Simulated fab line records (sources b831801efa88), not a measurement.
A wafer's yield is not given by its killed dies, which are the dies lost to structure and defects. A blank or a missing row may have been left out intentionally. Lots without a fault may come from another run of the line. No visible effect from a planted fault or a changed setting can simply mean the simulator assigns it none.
The tool behind it: which one? | flow gf180mcu | Sampling: 14 lots, 42 wafers, 4 of 602 route steps

WHAT THE GAUGES SHOWED, per wafer
GF_V2_OVL_MEAS_15. Usual: V2_OVL 1 nm, standard deviation 5.1.
lot  | measured     | on         | V2_OVL (nm) | flag
L248 | day 20 07:41 | overlay-02 | 4 5 0       |
L249 | day 21 00:41 | overlay-02 | -7 1 -4     |
L250 | day 21 13:20 | overlay-01 | 3 4 7       |
L251 | day 21 10:59 | overlay-02 | 1 5 3       |
L258 | day 24 07:38 | overlay-01 | 6 4 2       |
L260 | day 24 16:40 | overlay-01 | 8 2 6       |
L263 | day 25 14:44 | overlay-02 | -1 -2 -6    |
L264 | day 25 19:40 | overlay-02 | 7 7 5       |
L265 | day 26 12:56 | overlay-02 | -6 -6 -6    |
L266 | day 26 15:16 | overlay-02 | -1 1 -2     |
L267 | day 26 17:35 | overlay-01 | 0 -1 6      |
L268 | day 27 00:16 | overlay-01 | -1 -8 -3    |
L270 | day 28 04:20 | overlay-02 | -7 3 1      |
L271 | day 28 07:37 | overlay-02 | -5 -6 -3    |

TOOL THAT RAN EACH LOT (tool first, then ch and the chambers of the sampled wafers, then the start)
lot  | GF_VT_IMPLANT_SOFTBAKE_36         | GF_CONTACT_ETCH_17                            | GF_M1_SPUTTER_02
L248 | litho-track-04 ch 0, day 7 06:51  | rie-diel-03 ch 1,2,3, day 16 03:52 or earlier | pvd-sputter-04, day 16 03:52
L249 | litho-track-01 ch 0, day 7 12:57  | rie-diel-04 ch 0,1,2, day 16 20:59 or earlier | pvd-sputter-04, day 16 20:59
L250 | litho-track-01 ch 0, day 7 16:33  | rie-diel-01 ch 2,3, day 17 07:29 or earlier   | pvd-sputter-02, day 17 07:29
L251 | litho-track-04 ch 0, day 8 01:03  | rie-diel-01 ch 0,3, day 17 05:14 or earlier   | pvd-sputter-02, day 17 05:14
L258 | litho-track-03 ch 0, day 10 00:59 | rie-diel-01 ch 0,1, day 20 04:59 or earlier   | pvd-sputter-02, day 20 04:59
L260 | litho-track-01 ch 0, day 10 13:04 | rie-diel-01 ch 1,3, day 20 13:58 or earlier   | pvd-sputter-01, day 20 13:58
L263 | litho-track-03 ch 0, day 11 08:32 | rie-diel-03 ch 0,1,3, day 21 14:32 or earlier | pvd-sputter-02, day 21 14:32
L264 | litho-track-01 ch 0, day 11 13:51 | rie-diel-03 ch 0,3, day 21 21:14 or earlier   | pvd-sputter-02, day 21 21:14
L265 | litho-track-01 ch 0, day 11 23:33 | rie-diel-03 ch 1,2, day 22 14:51 or earlier   | pvd-sputter-01, day 22 14:51
L266 | litho-track-04 ch 0, day 12 03:30 | rie-diel-04 ch 0,1,3, day 22 17:41 or earlier | pvd-sputter-04, day 22 17:41
L267 | litho-track-04 ch 0, day 12 09:38 | rie-diel-04 ch 1,2,3, day 22 20:20 or earlier | pvd-sputter-01, day 22 20:20
L268 | litho-track-04 ch 0, day 12 14:14 | rie-diel-03 ch 1,2,3, day 23 05:59 or earlier | pvd-sputter-02, day 23 05:59
L270 | litho-track-03 ch 0, day 13 14:25 | rie-diel-04 ch 1,2,3, day 24 11:08 or earlier | pvd-sputter-04, day 24 11:08
L271 | litho-track-01 ch 0, day 13 19:25 | rie-diel-01 ch 1,2,3, day 24 14:05 or earlier | pvd-sputter-01, day 24 14:05
- GF_VT_IMPLANT_SOFTBAKE_36: time 60 s.
- GF_CONTACT_ETCH_17: etches SiO2 in C4F8/O2/Ar, stops on CoSi2, target depth 860 nm.
- GF_M1_SPUTTER_02: material AlCu, target thk 450 nm, time 23.9 s.

AS READ BY THE TOOLS THEMSELVES (means over the sampled wafers that have a number; for cases with no such wafer, the mark the record gives instead)
GF_VT_IMPLANT_SOFTBAKE_36. Usual: heater-power-total-W 56.60 W, standard deviation 0.044; plate-temp-C 90.03 C, standard deviation 0.12.
lot  | tool           | heater-power-total-W (W) | plate-temp-C (C) | flag
L248 | litho-track-04 | 56.62                    | 89.95            |
L249 | litho-track-01 | 56.63                    | 90.04            |
L250 | litho-track-01 | 56.49                    | 90.07            |
L251 | litho-track-04 | 56.62                    | 89.85            |
L258 | litho-track-03 | 57.72                    | 91.46            | OFF
L260 | litho-track-01 | 56.58                    | 89.95            |
L263 | litho-track-03 | 57.66                    | 91.22            | OFF
L264 | litho-track-01 | 56.58                    | 90.07            |
L265 | litho-track-01 | 56.60                    | 90.09            |
L266 | litho-track-04 | 56.60                    | 90.13            |
L267 | litho-track-04 | 56.60                    | 90.08            |
L268 | litho-track-04 | 56.59                    | 90.08            |
L270 | litho-track-03 | 56.65                    | 90.01            |
L271 | litho-track-01 | 56.59                    | 90.02            |

GF_CONTACT_ETCH_17. Usual: oes-product-au 0.814 a.u., standard deviation 0.0048.
lot  | tool        | oes-product-au (a.u.) | flag
L248 | rie-diel-03 | 0.809                 |
L249 | rie-diel-04 | 0.817                 |
L250 | rie-diel-01 | 0.819                 |
L251 | rie-diel-01 | 0.816                 |
L258 | rie-diel-01 | 0.813                 |
L260 | rie-diel-01 | 0.814                 |
L263 | rie-diel-03 | 0.816                 |
L264 | rie-diel-03 | 0.811                 |
L265 | rie-diel-03 | 0.814                 |
L266 | rie-diel-04 | 0.818                 |
L267 | rie-diel-04 | 0.815                 |
L268 | rie-diel-03 | 0.819                 |
L270 | rie-diel-04 | 0.815                 |
L271 | rie-diel-01 | 0.811                 |

GF_M1_SPUTTER_02. Usual: cathode-dc-power-W 10600 W, standard deviation 1.8; throttle-valve-pct 30.5 %, standard deviation 1.1.
lot  | tool           | cathode-dc-power-W (W) | throttle-valve-pct (%) | flag
L248 | pvd-sputter-04 | 10600                  | 30.9                   |
L249 | pvd-sputter-04 | 10602                  | 31.4                   |
L250 | pvd-sputter-02 | 10599                  | 30.8                   |
L251 | pvd-sputter-02 | 10598                  | 30.9                   |
L258 | pvd-sputter-02 | 10600                  | 29.7                   |
L260 | pvd-sputter-01 | 10600                  | 30.2                   |
L263 | pvd-sputter-02 | 10601                  | 30.8                   |
L264 | pvd-sputter-02 | 10600                  | 29.7                   |
L265 | pvd-sputter-01 | 10598                  | 30.4                   |
L266 | pvd-sputter-04 | 10600                  | 31.0                   |
L267 | pvd-sputter-01 | 10600                  | 30.5                   |
L268 | pvd-sputter-02 | 10601                  | 29.8                   |
L270 | pvd-sputter-04 | 10599                  | 30.7                   |
L271 | pvd-sputter-01 | 10599                  | 30.0                   |

THE ANSWER, worked out from the rows above alone
Rule: take the mean of a lot's wafers that have a number; if it is more than 3 standard deviations from the usual mean, the lot is off. A lot without any number at a reading at which 4 lots or more have one is off too. The other lots that the step has rows for count as sound. First the gauges in route order, then the tools' own readings, where a lot's mean is used as printed above. At the first step where some lot is off, the reading lying furthest off is the one used; lots without a number count as furthest.
Off at GF_VT_IMPLANT_SOFTBAKE_36 (heater-power-total-W): L258, L263.
If a tool, at that step or one of the process steps before it, ran each lot that is off and ran no sound lot following the first of them, it fits. No candidate that was tried fits.

WHAT THE SIMULATOR PUT IN
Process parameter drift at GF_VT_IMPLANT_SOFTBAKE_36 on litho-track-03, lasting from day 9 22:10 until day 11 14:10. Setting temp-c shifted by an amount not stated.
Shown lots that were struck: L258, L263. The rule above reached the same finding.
